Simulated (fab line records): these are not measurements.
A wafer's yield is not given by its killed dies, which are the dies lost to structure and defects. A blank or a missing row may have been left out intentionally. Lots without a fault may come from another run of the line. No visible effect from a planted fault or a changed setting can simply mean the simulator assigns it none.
Which tool is to blame? | flow sky130 | 33 wafers from 11 lots sampled at 5 of the route's 708 steps

== WHAT THE GAUGES SHOWED, per wafer ==
SKY_NWELL_RS_MEAS_29: the measuring method here is four-point-probe.
lot  | measured     | on            | NWELL_RS (ohm/sq)
L548 | day 6 10:40  | film_metro-02 | 626.3 625.9 626.8
L549 | day 6 12:50  | film_metro-03 | 623.9 623.5 622.5
L550 | day 6 18:54  | film_metro-03 | 624.1 625.1 625.0
L551 | day 7 00:02  | film_metro-03 | 625.4 625.8 627.0
L554 | day 7 14:26  | film_metro-03 | 627.2 625.5 626.2
L555 | day 7 19:54  | film_metro-02 | 625.7 624.3 625.5
L558 | day 8 12:44  | film_metro-01 | 625.9 625.2 623.5
L559 | day 8 17:41  | film_metro-03 | 604.2 603.9 603.7
L560 | day 9 00:47  | film_metro-01 | 626.0 628.7 627.1
L561 | day 9 06:29  | film_metro-01 | 604.4 604.6 604.0
L565 | day 10 16:46 | film_metro-03 | 625.5 620.7 623.9

SKY_CONTACT_CD_MEAS_14 targets a cd of 170 nm.
lot  | measured     | on        | cd_nm (nm)
L548 | day 33 07:55 | cd_sem-02 | 170.4 170.3 168.5
L549 | day 33 07:38 | cd_sem-01 | 173.1 172.9 174.0
L550 | day 33 08:20 | cd_sem-01 | 170.6 169.8 169.6
L551 | day 33 16:14 | cd_sem-02 | 167.5 168.7 167.5
L554 | day 34 15:13 | cd_sem-01 | 168.0 168.2 167.1
L555 | day 34 19:32 | cd_sem-01 | 170.3 170.5 170.5
L558 | day 36 08:46 | cd_sem-02 | 169.5 170.1 169.1
L559 | day 36 10:36 | cd_sem-02 | 170.6 170.6 172.0
L560 | day 36 12:44 | cd_sem-02 | 168.0 166.3 167.1
L561 | day 36 17:34 | cd_sem-02 | 168.9 168.8 171.3
L565 | day 38 05:19 | cd_sem-01 | 169.1 167.4 168.2

== WHAT TOOL EACH LOT RAN ON (gives the tool, then ch and the chambers of the sampled wafers, and finally the start) ==
lot  | SKY_FIELD_ISO_ETCH_15             | SKY_NWELL_IMPLANT_11           | SKY_LI_CONTACT_ETCH_14
L548 | rie_diel-04 ch 0,1,2, day 2 21:43 | implanter-01 ch 0, day 5 15:40 | rie_diel-04 ch 0,3, day 30 22:04
L549 | rie_diel-01 ch 0,1,2, day 3 01:55 | implanter-02 ch 0, day 5 17:02 | rie_diel-03 ch 2,3, day 30 21:57
L550 | rie_diel-02 ch 1,2,3, day 3 12:34 | implanter-04 ch 0, day 5 23:01 | rie_diel-03 ch 2,3, day 30 23:19
L551 | rie_diel-04 ch 2,3, day 3 13:42   | implanter-02 ch 0, day 6 03:53 | rie_diel-03 ch 1,3, day 31 07:57
L554 | rie_diel-04 ch 1,3, day 4 05:40   | implanter-04 ch 0, day 6 18:47 | rie_diel-04 ch 1,2,3, day 32 07:24
L555 | rie_diel-02 ch 2,3, day 4 09:41   | implanter-04 ch 0, day 7 01:17 | rie_diel-01 ch 0,2,3, day 32 11:07
L558 | rie_diel-01 ch 0,2,3, day 5 02:33 | implanter-04 ch 0, day 7 17:11 | rie_diel-03 ch 0,2,3, day 34 01:37
L559 | rie_diel-02 ch 0,1, day 5 05:45   | implanter-02 ch 0, day 7 20:37 | rie_diel-03 ch 2,3, day 34 03:25
L560 | rie_diel-04 ch 0,1,3, day 5 11:25 | implanter-04 ch 0, day 8 03:23 | rie_diel-01 ch 1,2,3, day 34 04:46
L561 | rie_diel-01 ch 0,1, day 5 16:07   | implanter-02 ch 0, day 8 08:43 | rie_diel-03 ch 0,3, day 34 10:31
L565 | rie_diel-02 ch 0,1,2, day 6 13:36 | implanter-01 ch 0, day 9 17:39 | rie_diel-03 ch 1,3, day 35 21:19
- SKY_FIELD_ISO_ETCH_15: etches the open film in CHF3/O2, stops on Si, target depth 180 nm, time 72 s.
- SKY_NWELL_IMPLANT_11
- SKY_LI_CONTACT_ETCH_14: etches BARC in N2/H2, stops on SiO2, time 45.9 s, target depth 60 nm.

== WHAT THE TOOLS THEMSELVES READ (means of the sampled wafers that have a number; where no wafer has one, the mark that the record gives instead) ==
SKY_FIELD_ISO_ETCH_15.
lot  | tool        | bias_w (W) | drypump_motor_current_A (A) | oes_product_au (a.u.) | throttle_valve_pct (%)
L548 | rie_diel-04 | 199.6      | 6.1                         | 0.952                 | 8.852
L549 | rie_diel-01 | 200.6      | 6.4                         | 0.943                 | 8.847
L550 | rie_diel-02 | 200.1      | 5.7                         | 0.945                 | 8.839
L551 | rie_diel-04 | 200.4      | 6.0                         | 0.941                 | 8.843
L554 | rie_diel-04 | 199.8      | 5.9                         | 0.937                 | 8.837
L555 | rie_diel-02 | 199.5      | 5.8                         | 0.943                 | 8.848
L558 | rie_diel-01 | 200.1      | 5.9                         | 0.940                 | 8.844
L559 | rie_diel-02 | 199.7      | 5.8                         | 0.952                 | 8.843
L560 | rie_diel-04 | 200.1      | 5.7                         | 0.955                 | 8.843
L561 | rie_diel-01 | 200.1      | 6.5                         | 0.952                 | 8.837
L565 | rie_diel-02 | 200.4      | 5.8                         | 0.948                 | 8.844

SKY_NWELL_IMPLANT_11.
lot  | tool         | beam_energy_keV | dose_ions_cm2
L548 | implanter-01 | 400.13          | 1.9005e+13
L549 | implanter-02 | 400.16          | 1.9017e+13
L550 | implanter-04 | 400.06          | 1.9022e+13
L551 | implanter-02 | 400.10          | 1.8983e+13
L554 | implanter-04 | 400.06          | 1.8996e+13
L555 | implanter-04 | 400.11          | 1.8998e+13
L558 | implanter-04 | 400.01          | 1.8983e+13
L559 | implanter-02 | 468.89          | 1.9013e+13
L560 | implanter-04 | 399.87          | 1.8975e+13
L561 | implanter-02 | 468.77          | 1.9009e+13
L565 | implanter-01 | 399.96          | 1.9015e+13

SKY_LI_CONTACT_ETCH_14.
lot  | tool        | bias_w (W) | drypump_motor_current_A (A) | oes_product_au (a.u.) | throttle_valve_pct (%)
L548 | rie_diel-04 | 100.3      | 5.4                         | 0.853                 | 13.220
L549 | rie_diel-03 | 99.9       | 6.3                         | 0.852                 | 13.218
L550 | rie_diel-03 | 99.9       | 6.0                         | 0.852                 | 13.223
L551 | rie_diel-03 | 100.1      | 5.7                         | 0.848                 | 13.226
L554 | rie_diel-04 | 100.0      | 5.9                         | 0.851                 | 13.227
L555 | rie_diel-01 | 100.1      | 6.0                         | 0.856                 | 13.220
L558 | rie_diel-03 | 99.7       | 6.1                         | 0.853                 | 13.233
L559 | rie_diel-03 | 100.2      | 6.0                         | 0.859                 | 13.217
L560 | rie_diel-01 | 100.4      | 6.3                         | 0.851                 | 13.230
L561 | rie_diel-03 | 100.0      | 5.9                         | 0.855                 | 13.222
L565 | rie_diel-03 | 100.1      | 5.8                         | 0.852                 | 13.227

== THE ANSWER, worked out from the rows above alone ==
Rule: the lots themselves supply what counts as usual. Put in order of their means at a reading, lots are off if they are a third of the lots or fewer, leave a main group of 4 or more, and stand apart from it by a gap of 3 or more times the standard deviation of the main group's means; of several such gaps the widest counts. Not used: any main group whose means are identical at the precision the tables above print for the reading. A lot without any number at a reading at which 4 lots or more have one is off too. All remaining lots with rows at the step are treated as sound. The gauges are gone through in route order, then the tools' own readings, and for those a lot's mean is taken as printed above. At the first step where some lot is off, the reading lying furthest off is the one used; lots without a number count as furthest.
Off: at SKY_NWELL_RS_MEAS_29 (NWELL_RS), L559, L561. The main group: mean 625.3 ohm/sq, standard deviation 1.3.
A tool fits if, at a process step before that reading, it ran every lot that is off, and no sound lot after the first of them. Not tried: the gauges at SKY_NWELL_RS_MEAS_29; whatever is off there is also off at SKY_NWELL_IMPLANT_11, on other tools, and gauge error can't account for it. One candidate fits, namely implanter-02 at SKY_NWELL_IMPLANT_11. A fault onset in the window from L551 (day 6 03:53, its last sound lot) to L559 (day 7 20:37, its first lot off) fits.
On the lots that are off, the tool's own readings at SKY_NWELL_IMPLANT_11 differ by more than 5 times the standard deviation of the sound lots' means, which bears it out; beam_energy_keV reads 468.83 there versus 400.05 on the sound lots.

== WHAT THE SIMULATOR HAD PUT IN ==
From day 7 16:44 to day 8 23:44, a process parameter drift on implanter-02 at SKY_NWELL_IMPLANT_11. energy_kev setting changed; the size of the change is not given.
Lots struck among those shown: L559, L561. The rule above reached the same finding.
